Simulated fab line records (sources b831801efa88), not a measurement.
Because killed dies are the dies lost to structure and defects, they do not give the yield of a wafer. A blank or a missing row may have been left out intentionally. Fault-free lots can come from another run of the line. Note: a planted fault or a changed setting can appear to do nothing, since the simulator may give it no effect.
Which of the tools did it?	flow gf180mcu	Sampling: 6 lots, 18 wafers, 4 of 602 route steps

== WHAT EACH GAUGE READ, for each wafer ==
GF_TOP_METAL_OVL_MEAS_15.
lot	measured	on	TOP_METAL_OVL (nm)
L136	day 29 00:03	overlay-02	1.6 1.3 0.3
L143	day 30 16:54	overlay-01	3.0 1.7 1.6
L146	day 31 14:43	overlay-02	1.8 3.1 2.1
L150	day 32 18:51	overlay-02	1.8 1.0 1.6
L154	day 33 15:05	overlay-02	-0.4 0.0 0.0
L156	day 33 23:11	overlay-02	1.4 1.9 1.2

== EACH LOT AND THE TOOL THAT RAN IT (in order: tool; ch and the chambers of the sampled wafers; start) ==
lot	GF_V4_SPUTTER_21	GF_V5_CMP_26	GF_TOP_METAL_SPUTTER_03
L136	pvd_sputter-01, day 25 11:29	cmp-01 ch 0,1,2, day 28 04:35	pvd_sputter-02, day 28 05:04
L143	pvd_sputter-01, day 27 08:23	cmp-01 ch 0,1,3, day 29 21:49	pvd_sputter-02, day 29 22:18
L146	pvd_sputter-01, day 28 08:36	cmp-02 ch 1,3, day 30 21:07	pvd_sputter-04, day 30 21:36
L150	pvd_sputter-02, day 29 17:01	cmp-02 ch 0,1,3, day 32 01:56	pvd_sputter-02, day 32 02:22
L154	pvd_sputter-02, day 30 16:42	cmp-02 ch 1,2,3, day 32 23:22	pvd_sputter-02, day 32 23:45
L156	pvd_sputter-01, day 31 00:27	cmp-01 ch 1,2,3, day 33 06:59	pvd_sputter-02, day 33 07:28
- GF_V4_SPUTTER_21: material Ti, target thk 15 nm, time 80.02 s.
- GF_V5_CMP_26: polishes, stops on SiO2, t overpolish 15 s, target thk 0 nm.
- GF_TOP_METAL_SPUTTER_03: material Ti, target thk 5 nm, time 3.3 s.

== THE ANSWER, worked out from the rows above alone ==
Rule: the lots themselves supply what counts as usual. Put in order of their means at a reading, lots are off if they are a third of the lots or fewer, leave a main group of 4 or more, and stand apart from it by a gap of 3 or more times the standard deviation of the main group's means; of several such gaps the widest counts. If all means in a main group match to the digits the tables above print for the reading, that group is not used. A lot without any number at a reading at which 4 lots or more have one is off too. Where the step has rows for the other lots, those lots are counted as sound.
No lot is off on any of the readings shown, so nothing can be concluded from this.

== WHAT THE SIMULATOR PUT IN ==
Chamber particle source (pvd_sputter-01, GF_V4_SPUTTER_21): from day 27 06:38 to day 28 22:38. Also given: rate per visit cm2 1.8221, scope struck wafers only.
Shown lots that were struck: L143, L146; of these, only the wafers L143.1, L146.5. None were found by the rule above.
